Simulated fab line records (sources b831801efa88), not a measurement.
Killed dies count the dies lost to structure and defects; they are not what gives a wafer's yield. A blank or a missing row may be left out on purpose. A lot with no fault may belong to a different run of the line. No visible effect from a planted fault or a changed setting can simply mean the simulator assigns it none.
Which tool was responsible? :: flow sky130 :: Sampling: 14 lots, 42 wafers, 4 of 708 route steps

== WHAT THE GAUGES SHOWED, per wafer ==
SKY_VT_ADJUST_NCORE_OVL_MEAS_08.
lot: L273
measured: day 8 21:57
on: overlay-01
VT_ADJUST_NCORE_OVL (nm): 0.2 -0.9 0.2

lot: L274
measured: day 9 04:22
on: overlay-02
VT_ADJUST_NCORE_OVL (nm): 0.6 1.3 -0.6

lot: L275
measured: day 9 09:38
on: overlay-02
VT_ADJUST_NCORE_OVL (nm): 0.5 0.8 1.3

lot: L276
measured: day 9 16:19
on: overlay-01
VT_ADJUST_NCORE_OVL (nm): -0.9 -0.1 -1.7

lot: L277
measured: day 9 22:10
on: overlay-01
VT_ADJUST_NCORE_OVL (nm): -1.5 -1.9 -3.1

lot: L278
measured: day 10 08:11
on: overlay-02
VT_ADJUST_NCORE_OVL (nm): 2.8 2.3 1.5

lot: L279
measured: day 10 14:17
on: overlay-02
VT_ADJUST_NCORE_OVL (nm): 0.0 -0.6 -1.7

lot: L280
measured: day 10 20:57
on: overlay-02
VT_ADJUST_NCORE_OVL (nm): 1.2 2.3 2.6

lot: L286
measured: day 12 22:25
on: overlay-01
VT_ADJUST_NCORE_OVL (nm): -0.9 0.5 -1.2

lot: L287
measured: day 13 06:37
on: overlay-02
VT_ADJUST_NCORE_OVL (nm): 3.0 0.3 0.7

lot: L291
measured: day 14 05:37
on: overlay-01
VT_ADJUST_NCORE_OVL (nm): -1.1 0.8 1.6

lot: L294
measured: day 15 03:43
on: overlay-01
VT_ADJUST_NCORE_OVL (nm): 0.1 -0.9 -3.4

lot: L295
measured: day 15 09:52
on: overlay-01
VT_ADJUST_NCORE_OVL (nm): -1.1 0.4 -2.5

lot: L296
measured: day 15 16:13
on: overlay-02
VT_ADJUST_NCORE_OVL (nm): 3.0 2.3 2.8

SKY_LDD_N_TW_MEAS_17.
lot: L273
measured: day 18 13:11
on: film-metro-02
LDD_N_TW: 2594 2595 2577

lot: L274
measured: day 19 03:11
on: film-metro-02
LDD_N_TW: 2609 2613 2605

lot: L275
measured: day 19 02:52
on: film-metro-01
LDD_N_TW: 2592 2600 2592

lot: L276
measured: day 19 15:55
on: film-metro-04
LDD_N_TW: 2633 2636 2633

lot: L277
measured: day 20 03:01
on: film-metro-04
LDD_N_TW: 2646 2642 2642

lot: L278
measured: day 20 07:31
on: film-metro-04
LDD_N_TW: 2636 2622 2629

lot: L279
measured: day 20 16:54
on: film-metro-02
LDD_N_TW: 2606 2615 2597

lot: L280
measured: day 21 01:56
on: film-metro-04
LDD_N_TW: 2628 2620 2624

lot: L286
measured: day 23 14:19
on: film-metro-04
LDD_N_TW: 2632 2609 2627

lot: L287
measured: day 24 05:48
on: film-metro-02
LDD_N_TW: 2616 2601 2597

lot: L291
measured: day 25 04:40
on: film-metro-02
LDD_N_TW: 2606 2608 2615

lot: L294
measured: day 26 04:01
on: film-metro-04
LDD_N_TW: 2616 2623 2631

lot: L295
measured: day 26 06:08
on: film-metro-02
LDD_N_TW: 2589 2606 2596

lot: L296
measured: day 26 15:20
on: film-metro-01
LDD_N_TW: 2591 2605 2579

SKY_LDD_HVN_OVL_MEAS_07.
lot: L273
measured: day 21 02:47
on: overlay-02
LDD_HVN_OVL (nm): 1.2 1.8 1.8

lot: L274
measured: day 21 17:35
on: overlay-01
LDD_HVN_OVL (nm): 1.2 0.0 2.9

lot: L275
measured: day 21 15:49
on: overlay-02
LDD_HVN_OVL (nm): 1.7 1.3 1.1

lot: L276
measured: day 22 05:44
on: overlay-02
LDD_HVN_OVL (nm): -1.1 -0.5 2.0

lot: L277
measured: day 22 15:44
on: overlay-02
LDD_HVN_OVL (nm): -0.4 0.1 0.4

lot: L278
measured: day 22 21:48
on: overlay-01
LDD_HVN_OVL (nm): -1.6 -0.8 -2.5

lot: L279
measured: day 23 06:15
on: overlay-01
LDD_HVN_OVL (nm): -1.2 -0.8 -2.6

lot: L280
measured: day 23 16:25
on: overlay-02
LDD_HVN_OVL (nm): 3.2 2.2 1.2

lot: L286
measured: day 26 04:44
on: overlay-01
LDD_HVN_OVL (nm): 0.4 -0.7 -0.9

lot: L287
measured: day 26 19:41
on: overlay-02
LDD_HVN_OVL (nm): 1.6 -1.2 1.2

lot: L291
measured: day 27 19:04
on: overlay-02
LDD_HVN_OVL (nm): -0.6 -1.2 0.3

lot: L294
measured: day 28 18:05
on: overlay-01
LDD_HVN_OVL (nm): 0.9 -1.1 0.1

lot: L295
measured: day 28 19:26
on: overlay-01
LDD_HVN_OVL (nm): -3.2 0.7 -0.5

lot: L296
measured: day 29 04:33
on: overlay-02
LDD_HVN_OVL (nm): -0.1 -0.5 -0.2

== EACH LOT AND THE TOOL THAT RAN IT (in order: tool; ch and the chambers of the sampled wafers; start) ==
lot: L273
SKY_LDD_N_IMPLANT_13: implanter-03 ch 0, day 18 12:38

lot: L274
SKY_LDD_N_IMPLANT_13: implanter-03 ch 0, day 19 02:38

lot: L275
SKY_LDD_N_IMPLANT_13: implanter-04 ch 0, day 19 02:20

lot: L276
SKY_LDD_N_IMPLANT_13: implanter-04 ch 0, day 19 15:22

lot: L277
SKY_LDD_N_IMPLANT_13: implanter-03 ch 0, day 20 02:28

lot: L278
SKY_LDD_N_IMPLANT_13: implanter-03 ch 0, day 20 07:01

lot: L279
SKY_LDD_N_IMPLANT_13: implanter-03 ch 0, day 20 16:22

lot: L280
SKY_LDD_N_IMPLANT_13: implanter-01 ch 0, day 21 01:23

lot: L286
SKY_LDD_N_IMPLANT_13: implanter-03 ch 0, day 23 13:47

lot: L287
SKY_LDD_N_IMPLANT_13: implanter-03 ch 0, day 24 05:16

lot: L291
SKY_LDD_N_IMPLANT_13: implanter-04 ch 0, day 25 04:07

lot: L294
SKY_LDD_N_IMPLANT_13: implanter-04 ch 0, day 26 03:31

lot: L295
SKY_LDD_N_IMPLANT_13: implanter-04 ch 0, day 26 05:35

lot: L296
SKY_LDD_N_IMPLANT_13: implanter-04 ch 0, day 26 14:49
- SKY_LDD_N_IMPLANT_13

== AS READ BY THE TOOLS THEMSELVES (means over the sampled wafers that have a number; for cases with no such wafer, the mark the record gives instead) ==
SKY_LDD_N_IMPLANT_13.
lot: L273
tool: implanter-03
beam-energy-keV: 50.002
rotation-deg (degrees): 89.986

lot: L274
tool: implanter-03
beam-energy-keV: 50.004
rotation-deg (degrees): 89.978

lot: L275
tool: implanter-04
beam-energy-keV: 49.984
rotation-deg (degrees): 90.023

lot: L276
tool: implanter-04
beam-energy-keV: 49.989
rotation-deg (degrees): 90.017

lot: L277
tool: implanter-03
beam-energy-keV: 49.979
rotation-deg (degrees): 89.974

lot: L278
tool: implanter-03
beam-energy-keV: 50.013
rotation-deg (degrees): 90.006

lot: L279
tool: implanter-03
beam-energy-keV: 50.000
rotation-deg (degrees): 89.964

lot: L280
tool: implanter-01
beam-energy-keV: 50.009
rotation-deg (degrees): 90.016

lot: L286
tool: implanter-03
beam-energy-keV: 49.990
rotation-deg (degrees): 281.617

lot: L287
tool: implanter-03
beam-energy-keV: 50.026
rotation-deg (degrees): 281.667

lot: L291
tool: implanter-04
beam-energy-keV: 49.982
rotation-deg (degrees): 90.008

lot: L294
tool: implanter-04
beam-energy-keV: 50.017
rotation-deg (degrees): 89.972

lot: L295
tool: implanter-04
beam-energy-keV: 50.011
rotation-deg (degrees): 89.981

lot: L296
tool: implanter-04
beam-energy-keV: 49.995
rotation-deg (degrees): 89.996

== THE ANSWER, worked out from the rows above alone ==
Rule: the lots themselves supply what counts as usual. Put in order of their means at a reading, lots are off if they are a third of the lots or fewer, leave a main group of 4 or more, and stand apart from it by a gap of 3 or more times the standard deviation of the main group's means; of several such gaps the widest counts. A main group whose means are all the same, to the digits that the tables above print for the reading, isn't used. Also off: a lot with no number at a reading for which 4 or more lots have one. The other lots that the step has rows for count as sound. First the gauges in route order, then the tools' own readings, where a lot's mean is used as printed above. The first step at which some lot is off is used, and at that step the reading that is off furthest; a lot without a number counts as furthest.
Off: L286, L287, at SKY_LDD_N_IMPLANT_13 (rotation-deg). The main group: mean 89.993 degrees, standard deviation 0.019.
If a tool, at that step or one of the process steps before it, ran each lot that is off and ran no sound lot following the first of them, it fits. One candidate fits, namely implanter-03 at SKY_LDD_N_IMPLANT_13. Its last sound lot is L279 (day 20 16:22), its first lot that is off L286 (day 23 13:47): a fault that began between those two fits.
The tool's own readings at SKY_LDD_N_IMPLANT_13 bear it out: on the lots that are off they differ by more than 5 times the standard deviation of the sound lots' means. rotation-deg reads 281.642 degrees there against 89.993 degrees on the sound lots.

== WHAT THE SIMULATOR HAD PUT IN ==
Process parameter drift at SKY_LDD_N_IMPLANT_13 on implanter-03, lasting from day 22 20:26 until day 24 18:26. From 90, the setting rotation-deg moved by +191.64. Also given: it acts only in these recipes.
Struck lots among those shown: L286, L287. The rule above found the same.
